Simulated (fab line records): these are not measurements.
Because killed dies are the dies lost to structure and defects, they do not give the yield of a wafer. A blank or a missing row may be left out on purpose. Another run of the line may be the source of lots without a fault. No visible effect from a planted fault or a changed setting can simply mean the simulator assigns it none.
Chamber matching || flow gf180mcu || GF_V2_CMP_26 on cmp-01: 4 sister chambers
The step polishes, stops on SiO2, t overpolish 15 s, target thk 0 nm. 4 wafers are shown with their chamber, then 8 later ones without.

## EACH WAFER AND ITS CHAMBER
{"wafer": "L791.4", "chamber": 1, "motor_current_A (A)": 9.7}
{"wafer": "L791.6", "chamber": 0, "motor_current_A (A)": 12.1}
{"wafer": "L792.6", "chamber": 2, "motor_current_A (A)": 10.5}
{"wafer": "L796.2", "chamber": 3, "motor_current_A (A)": 10.4}

## WAFERS WITHOUT THEIR CHAMBER
{"wafer": "L796.3", "motor_current_A (A)": 10.2}
{"wafer": "L796.4", "motor_current_A (A)": 9.9}
{"wafer": "L797.1", "motor_current_A (A)": 11.9}
{"wafer": "L797.4", "motor_current_A (A)": 9.8}
{"wafer": "L797.5", "motor_current_A (A)": 10.9}
{"wafer": "L799.1", "motor_current_A (A)": 11.3}
{"wafer": "L799.3", "motor_current_A (A)": 10.1}
{"wafer": "L799.4", "motor_current_A (A)": 10.5}

## EACH ONE'S CHAMBER
{"wafer": "L796.3", "from the rows above": "can't be placed: 3 or 2 or 1", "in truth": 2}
{"wafer": "L796.4", "from the rows above": "can't be placed: 1 or 3 or 2", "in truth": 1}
{"wafer": "L797.1", "from the rows above": 0, "in truth": 0}
{"wafer": "L797.4", "from the rows above": "can't be placed: 1 or 3 or 2", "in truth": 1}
{"wafer": "L797.5", "from the rows above": "can't be placed: 2 or 3", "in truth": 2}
{"wafer": "L799.1", "from the rows above": "can't be placed: 0 or 2 or 3", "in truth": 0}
{"wafer": "L799.3", "from the rows above": "can't be placed: 3 or 1 or 2", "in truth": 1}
{"wafer": "L799.4", "from the rows above": "can't be placed: 2 or 3", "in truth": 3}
Correct placement for 1 of the 8. Cannot be placed on the basis of these rows: 7; the candidates contain the true chamber in 7. Placed wrongly: 0.
How it was worked out, from the rows above alone: a wafer's distance from a chamber is the root of the sum, over the readings, of the square of ((its reading less the chamber's mean) divided by the reading's scatter). If the next closest chamber is less than 2 further off than the closest, the wafer can't be placed; otherwise it belongs to the closest. The mean given for a chamber averages the wafers shown for that chamber. The scatter: root of mean squared gap, hidden wafer to nearest shown wafer, with one shown wafer a chamber.
